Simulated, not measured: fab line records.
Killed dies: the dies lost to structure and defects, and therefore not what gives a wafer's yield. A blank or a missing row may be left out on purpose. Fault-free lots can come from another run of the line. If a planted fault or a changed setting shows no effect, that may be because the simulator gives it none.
Chamber matching / flow sky130 / pecvd-04 running SKY_CONTACT_CVD_00: 3 sister chambers
The step deposits Si3N4, target thk 75 nm. 6 wafers are shown with their chamber, then 9 later ones without.

EACH WAFER AND ITS CHAMBER
wafer=L083.3; chamber=2; heater-power-w (W)=788
wafer=L084.1; chamber=2; heater-power-w (W)=725
wafer=L084.6; chamber=1; heater-power-w (W)=745
wafer=L090.2; chamber=0; heater-power-w (W)=583
wafer=L090.3; chamber=1; heater-power-w (W)=742
wafer=L090.4; chamber=0; heater-power-w (W)=603

WAFERS MISSING THEIR CHAMBER
wafer=L093.1; heater-power-w (W)=776
wafer=L093.5; heater-power-w (W)=633
wafer=L093.6; heater-power-w (W)=688
wafer=L096.3; heater-power-w (W)=671
wafer=L096.4; heater-power-w (W)=698
wafer=L096.5; heater-power-w (W)=569
wafer=L097.1; heater-power-w (W)=640
wafer=L097.3; heater-power-w (W)=758
wafer=L097.5; heater-power-w (W)=763

WHICH CHAMBER EACH WENT THROUGH
wafer=L093.1; from the rows above=can't be placed: 2 or 1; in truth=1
wafer=L093.5; from the rows above=0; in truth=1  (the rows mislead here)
wafer=L093.6; from the rows above=can't be placed: 1 or 2 or 0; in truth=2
wafer=L096.3; from the rows above=can't be placed: 1 or 0 or 2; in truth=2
wafer=L096.4; from the rows above=can't be placed: 1 or 2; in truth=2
wafer=L096.5; from the rows above=0; in truth=0
wafer=L097.1; from the rows above=0; in truth=0
wafer=L097.3; from the rows above=can't be placed: 2 or 1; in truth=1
wafer=L097.5; from the rows above=can't be placed: 2 or 1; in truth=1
Correct placement for 2 of the 9. Unplaceable from these rows: 6, with the true chamber sitting among the candidates in 6. Placed wrongly: 1.
How it was worked out, from the rows above alone: a wafer's distance from a chamber is the root of the sum, over the readings, of the square of ((its reading less the chamber's mean) divided by the reading's scatter). If the next closest chamber is less than 2 further off than the closest, the wafer can't be placed; otherwise it belongs to the closest. A chamber's mean is the mean of its shown wafers. How the scatter is found: for the shown wafers, subtract from each reading the mean of its chamber, square and add these, divide the total by (wafers less chambers), then take the root.
